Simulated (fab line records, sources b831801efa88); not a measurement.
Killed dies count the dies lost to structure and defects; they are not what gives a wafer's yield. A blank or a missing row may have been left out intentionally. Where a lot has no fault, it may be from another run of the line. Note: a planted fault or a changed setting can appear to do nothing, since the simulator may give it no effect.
One fault through the eyes of 2 desks + flow sky130 + each desk has only its own numbers; what lay behind them comes last

FROM THE METROLOGY DESK
What the gauges read for every lot (on any tool): the sampled wafers with a number, averaged. If a lot's mean is further than 4 standard deviations from the usual mean, the lot is out of limits and carries the mark OUT (the distance appears in the brackets).
Columns: A = CONTACT_HDPCVD_THK at SKY_CONTACT_THK_MEAS_03, usual 567 nm; B = METAL1_ALCU_RS at SKY_METAL1_RS_MEAS_05, usual 0.1270 ohm/sq; C = METAL1_ALCU_THK at SKY_METAL1_THK_MEAS_06, usual 254.0 nm
| lot  | first seen here | A   | B                | C               |
|------|-----------------|-----|------------------|-----------------|
| L962 | day 31 10:07    | 561 | 0.1263           | 255.3           |
| L963 | day 31 21:49    | 571 | 0.1271           | 254.4           |
| L966 | day 33 11:35    | 571 | 0.1275           | 253.6           |
| L967 | day 33 13:02    | 571 | 0.1272           | 252.8           |
| L969 | day 34 12:59    | 569 | 0.1260           | 255.0           |
| L973 | day 35 11:46    | 561 | 0.1082 (-13) OUT | 322.2 (+25) OUT |
| L974 | day 35 19:48    | 561 | 0.1076 (-14) OUT | 324.3 (+26) OUT |
| L981 | day 37 17:27    | 570 | 0.1277           | 251.5           |
| L982 | day 37 17:50    | 562 | 0.1284           | 251.5           |
This desk reports L973, L974 out of limits; the earliest was L973 at day 36 15:49 (METAL1_ALCU_RS at SKY_METAL1_RS_MEAS_05). L962, L963, L966, L967, L969, L981, L982 stayed within limits.

TOOL OWNER'S DESK, pvd sputter-04
The tool's own readings at SKY_METAL1_SPUTTER_02 (material AlCu, target thk 250 nm, time 13.3 s): means of the sampled wafers that have a number, for each lot that ran on this tool. If a lot's mean is further than 4 standard deviations from the usual mean, the lot is out of limits and carries the mark OUT (the distance appears in the brackets).
Columns: A = throttle valve pct at SKY_METAL1_SPUTTER_02, usual 29.7 %
| lot  | first seen here | A    |
|------|-----------------|------|
| L967 | day 34 17:37    | 30.0 |
| L969 | day 35 17:28    | 31.0 |
| L973 | day 36 15:43    | 29.1 |
| L974 | day 36 23:46    | 30.1 |
Finding of this desk: none of the 4 lots has anything out of limits.

ALL TOGETHER
Metrology desk: alarm possible at day 36 15:49 on L973, L974.
The desk of the tool owner found nothing out of limits.
Tool owner's desk: L973, L974 on record, inside its limits.
The lots listed all ran SKY_METAL1_SPUTTER_02 on pvd sputter-04.

WHAT THE SIMULATOR PUT IN
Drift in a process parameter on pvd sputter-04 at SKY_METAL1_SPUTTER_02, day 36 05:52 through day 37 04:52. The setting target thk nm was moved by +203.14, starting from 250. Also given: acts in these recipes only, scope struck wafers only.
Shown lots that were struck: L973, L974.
Per desk, hours elapsed from the start of the fault to the first reading out of limits: for the metrology desk, 10.
